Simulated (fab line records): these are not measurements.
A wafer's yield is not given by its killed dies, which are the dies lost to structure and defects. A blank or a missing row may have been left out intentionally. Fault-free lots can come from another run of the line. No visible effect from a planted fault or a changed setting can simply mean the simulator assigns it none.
Which tool did it?    flow sky130    12 lots with 36 wafers sampled at 4 steps, on a route of 708 steps

WHAT THE GAUGES READ, wafer by wafer
SKY_VIA4_THK_MEAS_01.
lot   measured      on            VIA4_HDPCVD_THK (nm)
L975  day 43 14:49  filmMetro-01  1745 1740 1735
L976  day 44 09:18  filmMetro-03  1736 1755 1741
L977  day 44 20:22  filmMetro-01  1735 1761 1754
L978  day 45 02:20  filmMetro-01  1732 1771 1750
L979  day 45 06:56  filmMetro-01  1762 1739 1738
L980  day 45 10:07  filmMetro-03  1767 1787 1783
L981  day 45 19:30  filmMetro-03  1765 1753 1762
L987  day 47 09:23  filmMetro-01  1766 1779 1766
L991  day 48 12:21  filmMetro-03  1738 1763 1743
L995  day 49 08:19  filmMetro-01  1739 1758 1733
L996  day 49 10:43  filmMetro-01  1735 1729 1739
L997  day 49 14:20  filmMetro-03  1750 1740 1758

SKY_PASSIVATION_THK_MEAS_01.
lot   measured      on            PASSIVATION_CVD_00_THK (nm)
L975  day 45 15:53  filmMetro-02  89.0 89.6 90.0
L976  day 46 08:55  filmMetro-01  92.7 90.6 91.0
L977  day 46 19:33  filmMetro-04  89.6 90.6 91.0
L978  day 47 01:35  filmMetro-01  91.7 92.1 91.7
L979  day 47 05:49  filmMetro-04  88.3 87.8 90.7
L980  day 47 08:40  filmMetro-04  89.5 87.4 90.2
L981  day 47 17:20  filmMetro-01  89.7 88.2 91.5
L987  day 49 05:04  filmMetro-04  90.1 91.6 90.6
L991  day 50 06:44  filmMetro-04  88.4 88.5 90.1
L995  day 51 00:19  filmMetro-01  89.3 90.4 90.1
L996  day 51 02:35  filmMetro-01  88.0 88.3 90.2
L997  day 51 05:13  filmMetro-01  90.5 89.5 91.9

EACH LOT AND THE TOOL THAT RAN IT (in order: tool; ch and the chambers of the sampled wafers; start)
lot   SKY_METAL3_SPUTTER_03        SKY_VIA4_ETCH_12
L975  pvdSputter-04, day 37 18:49  rieDiel-02 ch 0,1,3, day 44 14:50
L976  pvdSputter-01, day 38 14:59  rieDiel-04 ch 0,1,3, day 45 08:31
L977  pvdSputter-03, day 39 06:16  rieDiel-02 ch 1,2, day 45 19:23
L978  pvdSputter-04, day 39 13:11  rieDiel-04 ch 1,2, day 46 01:32
L979  pvdSputter-04, day 39 19:20  rieDiel-03 ch 0,2,3, day 46 05:56
L980  pvdSputter-04, day 40 01:38  rieDiel-03 ch 0,1,3, day 46 08:41
L981  pvdSputter-01, day 40 09:28  rieDiel-03 ch 0,1,3, day 46 17:20
L987  pvdSputter-04, day 42 08:02  rieDiel-04 ch 0,1,3, day 48 06:29
L991  pvdSputter-01, day 43 16:06  rieDiel-02 ch 1,3, day 49 09:17
L995  pvdSputter-03, day 44 13:28  rieDiel-04 ch 0,2,3, day 50 03:20
L996  pvdSputter-03, day 44 17:31  rieDiel-02 ch 0,3, day 50 05:53
L997  pvdSputter-03, day 44 22:04  rieDiel-04 ch 0,1,2, day 50 09:26
- SKY_METAL3_SPUTTER_03: material Ti, target thk 5 nm, time 3.3 s.
- SKY_VIA4_ETCH_12: etches SiO2 in C4F8/O2/Ar, stops on TiN, target depth 580 nm.

AS READ BY THE TOOLS THEMSELVES (means over the sampled wafers that have a number; for cases with no such wafer, the mark the record gives instead)
SKY_METAL3_SPUTTER_03.
lot   tool           throttleValvePct (%)
L975  pvdSputter-04  29.9
L976  pvdSputter-01  30.0
L977  pvdSputter-03  29.5
L978  pvdSputter-04  29.8
L979  pvdSputter-04  30.1
L980  pvdSputter-04  30.4
L981  pvdSputter-01  29.8
L987  pvdSputter-04  29.5
L991  pvdSputter-01  30.2
L995  pvdSputter-03  30.6
L996  pvdSputter-03  30.4
L997  pvdSputter-03  30.6

SKY_VIA4_ETCH_12.
lot   tool        biasW (W)  oesProductAu (a.u.)
L975  rieDiel-02  1199       0.926
L976  rieDiel-04  1198       0.927
L977  rieDiel-02  1196       0.927
L978  rieDiel-04  1202       0.927
L979  rieDiel-03  1201       0.923
L980  rieDiel-03  1202       0.929
L981  rieDiel-03  1197       0.924
L987  rieDiel-04  1204       0.930
L991  rieDiel-02  1201       0.925
L995  rieDiel-04  1201       0.927
L996  rieDiel-02  1198       0.927
L997  rieDiel-04  1200       0.923

THE ANSWER, worked out from the rows above alone
Rule: the usual values come from the lots themselves. The widest of any qualifying gaps counts: lots, ordered by their means at a reading, are off when they make up no more than a third of the lots, leave a main group of 4 or more, and stand apart from it by 3 or more times the standard deviation of that group's means. A main group is skipped when, at the precision printed for the reading in the tables above, its means are all equal. Also off: a lot with no number at a reading for which 4 or more lots have one. The other lots that the step has rows for count as sound. Order of review: gauges by route order, followed by the tools' own readings, for which a lot's mean as printed above is used. The first step at which some lot is off is used, and at that step the reading that is off furthest; a lot without a number counts as furthest.
Nothing can be told from this: no lot is off at any reading shown.

WHAT HAD BEEN PUT IN BY THE SIMULATOR
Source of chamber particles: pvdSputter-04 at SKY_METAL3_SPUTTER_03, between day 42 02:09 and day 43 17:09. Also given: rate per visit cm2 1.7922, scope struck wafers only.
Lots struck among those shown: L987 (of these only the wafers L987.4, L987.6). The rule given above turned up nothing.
